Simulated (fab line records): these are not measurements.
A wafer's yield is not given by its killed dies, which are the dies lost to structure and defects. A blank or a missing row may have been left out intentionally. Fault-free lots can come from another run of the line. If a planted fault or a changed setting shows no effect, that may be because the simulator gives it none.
Matching of chambers | flow sky130 | SKY_LI_CONTACT_CMP_02 on cmp-02 has 4 sister chambers
The step polishes PSG. 14 wafers are shown with their chamber, then 7 later ones without.

== WAFERS PAIRED WITH THEIR CHAMBERS ==
wafer  | chamber | motor current A (A) | time to endpoint s (s)
L428.1 | 2       | 12.6                | 35.0
L428.3 | 0       | 14.8                | 39.3
L428.5 | 1       | 11.0                | 33.5
L431.1 | 0       | 15.0                | 37.4
L431.2 | 2       | 13.4                | 32.7
L431.5 | 3       | 10.4                | 32.0
L433.1 | 3       | 10.4                | 29.6
L433.4 | 2       | 13.0                | 32.6
L433.5 | 2       | 13.1                | 30.4
L434.1 | 2       | 12.7                | 33.4
L434.2 | 3       | 10.4                | 31.6
L434.3 | 0       | 15.2                | 36.7
L442.2 | 3       | 10.0                | 31.1
L442.4 | 0       | 14.8                | 37.7

SIGNATURES, as means of the wafers listed above
reading            | chamber 0 | chamber 1 | chamber 2 | chamber 3 | scatter within a chamber
motor current A    | 14.950    | 11.000    | 12.960    | 10.300    | 0.253
time to endpoint s | 37.775    | 33.500    | 32.820    | 31.075    | 1.34
Rule: for a wafer and a chamber, the distance is found by dividing, reading by reading, the gap between the wafer's reading and the chamber's mean by the reading's scatter, squaring, summing and taking the root. If the next closest chamber is less than 2 further off than the closest, the wafer can't be placed; otherwise it belongs to the closest. How the scatter is found: for the shown wafers, subtract from each reading the mean of its chamber, square and add these, divide the total by (wafers less chambers), then take the root.

== WAFERS WHOSE CHAMBER IS MISSING ==
wafer  | motor current A (A) | time to endpoint s (s)
L442.5 | 12.9                | 35.7
L449.1 | 11.5                | 31.8
L449.3 | 10.2                | 32.9
L449.5 | 13.2                | 30.2
L451.1 | 12.6                | 31.0
L451.2 | 9.7                 | 28.1
L451.3 | 11.0                | 31.6

== EACH ONE'S CHAMBER ==
wafer  | from the rows above     | in truth
L442.5 | 2                       | 2
L449.1 | 1                       | 1
L449.3 | can't be placed: 3 or 1 | 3
L449.5 | 2                       | 2
L451.1 | 2                       | 2
L451.2 | 3                       | 3
L451.3 | can't be placed: 1 or 3 | 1
Placed correctly: 5 of 7. Cannot be placed on the basis of these rows: 2; the candidates contain the true chamber in 2. Wrongly placed: 0.
